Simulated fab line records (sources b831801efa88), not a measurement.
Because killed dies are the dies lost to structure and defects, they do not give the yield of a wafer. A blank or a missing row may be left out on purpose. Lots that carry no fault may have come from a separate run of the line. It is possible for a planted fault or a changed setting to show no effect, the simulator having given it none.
A lot that was struck, set against a sound lot || flow gf180mcu || 15 out of 602 route steps
Sound: the wafers L374.1, L374.5, L374.6. Struck: wafers L381.1, L381.4. (L381.3 of the same lot was not struck and is left out.) The cause comes at the end.
Each step with rows lists, per side, the tool, then ch with its chambers, then its first start. Under that, the readings that differ: sound wafers || struck wafers || difference of the means || sigmas: that difference in standard deviations of wafers without a fault.
alike: readings with means less than 2 such deviations apart, plus words and numbers identical on both sides. not compared: withheld readings, readings lacking a value on some wafer, bounds such as >300 that could conceal the same value, and numbers that have no deviation in the record and whose values overlap.
The two part at a step that has a row with sigmas, a row that says differs or no value, or rows on one side only. When numbers do not overlap yet have no deviation, they are printed without sigmas and do not part them. A reading that every wafer of one side lacks parts them only if that side has two wafers or more.

first, 3 steps without rows for these wafers: GF_CONTACT_CLEAN_19 (cleans in SPM); GF_CONTACT_CLEAN_20 (cleans in DIW); GF_CONTACT_CLEAN_21 (cleans in dHF, time 20 s).
GF_CONTACT_SPUTTER_22: material Ti, target thk 15 nm, time 80.02 s.
  sound: pvd-sputter-01 at day 17 13:08; struck: pvd-sputter-02 at day 21 16:23
  alike: throttle-valve-pct
then, 2 steps without rows for these wafers: GF_CONTACT_SPUTTER_23 (material TiN, target thk 10 nm, time 40 s); GF_CONTACT_CVD_24 (deposits W, target thk 300 nm, time 90.339 s).
GF_CONTACT_RS_MEAS_25: the measuring method here is four-point-probe.
  sound: film-metro-03 at day 17 13:20; struck: film-metro-01 at day 21 16:35
  alike: CONTACT_W_RS
GF_CONTACT_THK_MEAS_26: measures by xrf.
  sound: film-metro-03 at day 17 13:28; struck: film-metro-01 at day 21 16:43
{"reading": "CONTACT_W_THK (nm)", "sound": "297 293 295", "struck": "308 307", "difference": "+12", "sigmas": "+3"}
GF_CONTACT_CMP_27: polishes, stops on SiO2, t overpolish 15 s, target thk 0 nm.
  sound on cmp-01 ch 0,1, day 17 13:38; struck on cmp-02 ch 0,3, day 21 16:46
  alike: edge-zone-pressure-frac, motor-current-A, overpolish-run-s, slurry-filter-dp-kPa, time-to-endpoint-s
then, 1 step without rows for these wafers: GF_M1_SPUTTER_00 (material Ti, target thk 37.5 nm, time 150 s).
GF_M1_SPUTTER_01: material TiN, target thk 30 nm, time 25 s.
  sound: pvd-sputter-03 at day 17 13:59; struck: pvd-sputter-03 at day 21 17:10
  alike: throttle-valve-pct
GF_M1_SPUTTER_02: material AlCu, target thk 450 nm, time 23.9 s.
  sound: pvd-sputter-03 at day 17 14:01; struck: pvd-sputter-03 at day 21 17:12
  alike: throttle-valve-pct
GF_M1_SPUTTER_03: material Ti, target thk 10 nm, time 6.7 s.
  sound: pvd-sputter-03 at day 17 14:03; struck: pvd-sputter-03 at day 21 17:14
{"reading": "model.Ti_of_M1_SPUTTER_03.thk-nm (nm)", "sound": "10.09 9.776 10.1", "struck": "14.39 14.17", "difference": "+4.29", "sigmas": ""}
  alike: throttle-valve-pct
GF_M1_SPUTTER_04: material TiN, target thk 50 nm, time 41.7 s.
  sound: pvd-sputter-03 at day 17 14:04; struck: pvd-sputter-03 at day 21 17:15
  alike: throttle-valve-pct
GF_PASSIVATION_PROBE_99:
  rows exist in the record for the sound wafers here (prober-01, day 30 08:19), none for the struck ones

== WHERE THEY PART ==
Earliest at GF_CONTACT_THK_MEAS_26; latest, in this record, at GF_PASSIVATION_PROBE_99.

WHY: whatever the simulator had introduced
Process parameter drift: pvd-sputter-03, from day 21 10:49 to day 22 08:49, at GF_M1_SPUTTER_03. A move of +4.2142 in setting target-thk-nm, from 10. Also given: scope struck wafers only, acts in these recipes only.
